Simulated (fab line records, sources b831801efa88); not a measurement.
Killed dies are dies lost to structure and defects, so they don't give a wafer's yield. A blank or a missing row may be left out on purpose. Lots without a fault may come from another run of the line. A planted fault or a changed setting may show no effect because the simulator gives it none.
A struck lot beside a sound one | flow sky130 | 22 steps out of a route of 708
Sound: wafers L162.3, L162.5, L162.6. Struck: wafers L169.3, L169.5, L169.6. The cause comes at the end.
At each step with rows: each side's tool, then ch and its chambers, then its first start. Under that, the readings that differ: sound wafers | struck wafers | difference of the means | sigmas: that difference in standard deviations of wafers without a fault.
alike: readings whose means differ by less than 2 such deviations, and words and numbers that are the same on both sides. not compared: withheld readings, readings that some wafer has no value for, bounds like >300 that may hide the same value, and numbers for which the record gives no deviation and whose values overlap.
The two part at a step that has a row with sigmas, a row that says differs or no value, or rows on one side only. Numbers that don't overlap but have no deviation are shown without sigmas and don't part them. A reading that every wafer of one side lacks parts them only if that side has two wafers or more.

first, 1 step without rows for these wafers: SKY_POLY_GATE_OXIDATION_20 (stabilise 600 s, purge 300 s, target thk 4 nm).
SKY_POLY_GATE_THK_MEAS_21:
  sound on film_metro-01, day 21 10:43; struck on film_metro-03, day 21 15:13
  reading                      | sound          | struck         | difference | sigmas
  POLY_GATE_OXIDATION_THK (nm) | 4.22 4.21 4.16 | 4.03 4.03 4.03 | -0.17      | -2
SKY_POLY_GATE_CD_MEAS_22:
  sound on cd_sem-02, day 21 10:55; struck on cd_sem-02, day 21 15:18
  alike: cd_nm
then, 7 steps without rows for these wafers: SKY_LDD_N_DEHYDRATE_00 (time 60 s); SKY_LDD_N_HMDS_01 (prime time 60 s); SKY_LDD_N_COAT_02 (resist thk 300 nm); SKY_LDD_N_SOFTBAKE_03 (time 60 s); SKY_LDD_N_EXPOSE_04 (exposes mask NTM, target cd 840 nm); SKY_LDD_N_PEB_05; SKY_LDD_N_DEVELOP_06 (develop time 60 s).
SKY_LDD_N_OVL_MEAS_07:
  sound on overlay-01, day 22 17:33; struck on overlay-02, day 22 21:48
  alike: LDD_N_OVL
then, 1 step without rows for these wafers: SKY_LDD_N_IMPLANT_08.
SKY_LDD_N_IMPLANT_09:
  sound on implanter-01 ch 0, day 22 18:24; struck on implanter-01 ch 0, day 22 22:01
  reading            | sound                         | struck                        | difference | sigmas
  dose_ions_cm2      | 7.512e+13 7.514e+13 7.511e+13 | 4.267e+13 4.281e+13 4.276e+13 | -3.238e+13 | -99 or more
  faraday_current_uA | 430 421 429                   | 236 247 236                   | -187       | -23
then, 6 steps without rows for these wafers: SKY_LDD_N_IMPLANT_10; SKY_LDD_N_IMPLANT_11; SKY_LDD_N_IMPLANT_12; SKY_LDD_N_IMPLANT_13; SKY_LDD_N_IMPLANT_14; SKY_LDD_N_IMPLANT_15.
SKY_LDD_N_STRIP_16: strips in O2/N2.
  sound on plasma_asher-01 ch 0,1, day 22 19:26; struck on plasma_asher-02 ch 0,1, day 22 23:04
  reading                      | sound             | struck            | difference | sigmas
  strip_time_to_endpoint_s (s) | 4.315 4.334 4.294 | 4.245 4.226 4.257 | -0.072     | -5
  alike: drypump_motor_current_A, oes_product_au
  not compared: rf_hours_counter_h
SKY_LDD_N_TW_MEAS_17:
  sound on film_metro-03, day 22 19:31; struck on film_metro-01, day 22 23:22
  reading  | sound          | struck         | difference | sigmas
  LDD_N_TW | 2589 2597 2594 | 2503 2510 2514 | -84        | -4
  not compared: hold
-- the record jumps here: 26 days lie between the struck wafers' starts before and after (it left off in module LDD_N and takes up again in module PAD_OPEN, whose first step shown is number 708 of the route) --
SKY_PAD_OPEN_PROBE_99:
  sound on prober-01, day 49 03:43; struck on prober-02, day 49 08:31
  reading                     | sound           | struck            | difference | sigmas
  model.etest.tip_n.rs_ohm_sq | 446 448.5 447.4 | 478.8 478.4 481.1 | +32.1      |
  alike: killed_at_M0_to_M3, killed_at_M4_up, killed_at_contacts, killed_at_front_end, killed_at_other, killed_dies, killed_open, killed_short

WHERE THEY PART
First at SKY_POLY_GATE_THK_MEAS_21; last, within this record, at SKY_LDD_N_TW_MEAS_17. Later steps at which nothing parts them and some readings are alike: SKY_PAD_OPEN_PROBE_99.

WHY: what the simulator had put in
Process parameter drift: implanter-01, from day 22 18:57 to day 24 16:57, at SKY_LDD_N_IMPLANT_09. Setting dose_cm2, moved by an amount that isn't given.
